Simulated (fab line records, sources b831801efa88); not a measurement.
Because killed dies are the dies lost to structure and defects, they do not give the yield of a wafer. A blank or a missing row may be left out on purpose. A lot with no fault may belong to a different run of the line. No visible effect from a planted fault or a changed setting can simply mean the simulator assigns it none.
Which tool is to blame? || flow sky130 || 18 wafers from 6 lots sampled at 2 of the route's 708 steps

WHAT THE GAUGES SHOWED, per wafer
SKY_LDD_LDN_TW_MEAS_13.
{"lot": "L980", "measured": "day 23 10:10", "on": "film_metro-01", "LDD_LDN_TW": "1483 1487 1484"}
{"lot": "L983", "measured": "day 24 18:50", "on": "film_metro-01", "LDD_LDN_TW": "1477 1485 1484"}
{"lot": "L990", "measured": "day 27 08:04", "on": "film_metro-03", "LDD_LDN_TW": "1471 1481 1474"}
{"lot": "L994", "measured": "day 28 14:16", "on": "film_metro-03", "LDD_LDN_TW": "1546 1540 1541"}
{"lot": "L997", "measured": "day 29 10:28", "on": "film_metro-01", "LDD_LDN_TW": "1464 1468 1471"}
{"lot": "L100", "measured": "day 30 09:17", "on": "film_metro-01", "LDD_LDN_TW": "1486 1482 1481"}

TOOL THAT RAN EACH LOT (tool first, then ch and the chambers of the sampled wafers, then the start)
{"lot": "L980", "SKY_LDD_LDN_IMPLANT_10": "implanter-03 ch 0, day 23 09:46"}
{"lot": "L983", "SKY_LDD_LDN_IMPLANT_10": "implanter-04 ch 0, day 24 18:28"}
{"lot": "L990", "SKY_LDD_LDN_IMPLANT_10": "implanter-03 ch 0, day 27 07:42"}
{"lot": "L994", "SKY_LDD_LDN_IMPLANT_10": "implanter-03 ch 0, day 28 13:53"}
{"lot": "L997", "SKY_LDD_LDN_IMPLANT_10": "implanter-02 ch 0, day 29 10:04"}
{"lot": "L100", "SKY_LDD_LDN_IMPLANT_10": "implanter-04 ch 0, day 30 08:55"}
- SKY_LDD_LDN_IMPLANT_10

THE ANSWER, worked out from the rows above alone
Rule: what is usual is taken from the lots themselves. The widest of any qualifying gaps counts: lots, ordered by their means at a reading, are off when they make up no more than a third of the lots, leave a main group of 4 or more, and stand apart from it by 3 or more times the standard deviation of that group's means. Not used: any main group whose means are identical at the precision the tables above print for the reading. Also off: a lot with no number at a reading for which 4 or more lots have one. Any other lot the step has rows for is counted as sound.
Off: L994, at SKY_LDD_LDN_TW_MEAS_13 (LDD_LDN_TW). Main group: mean 1479, sd 6.3.
A tool fits if, at a process step before that reading, it ran every lot that is off, and no sound lot after the first of them. Gauges at SKY_LDD_LDN_TW_MEAS_13: tried the same way as those tools. 2 tools fit, implanter-03 at SKY_LDD_LDN_IMPLANT_10 and film_metro-03 at SKY_LDD_LDN_TW_MEAS_13, so this cannot tell which one it is.

WHAT WAS PUT IN BY THE SIMULATOR
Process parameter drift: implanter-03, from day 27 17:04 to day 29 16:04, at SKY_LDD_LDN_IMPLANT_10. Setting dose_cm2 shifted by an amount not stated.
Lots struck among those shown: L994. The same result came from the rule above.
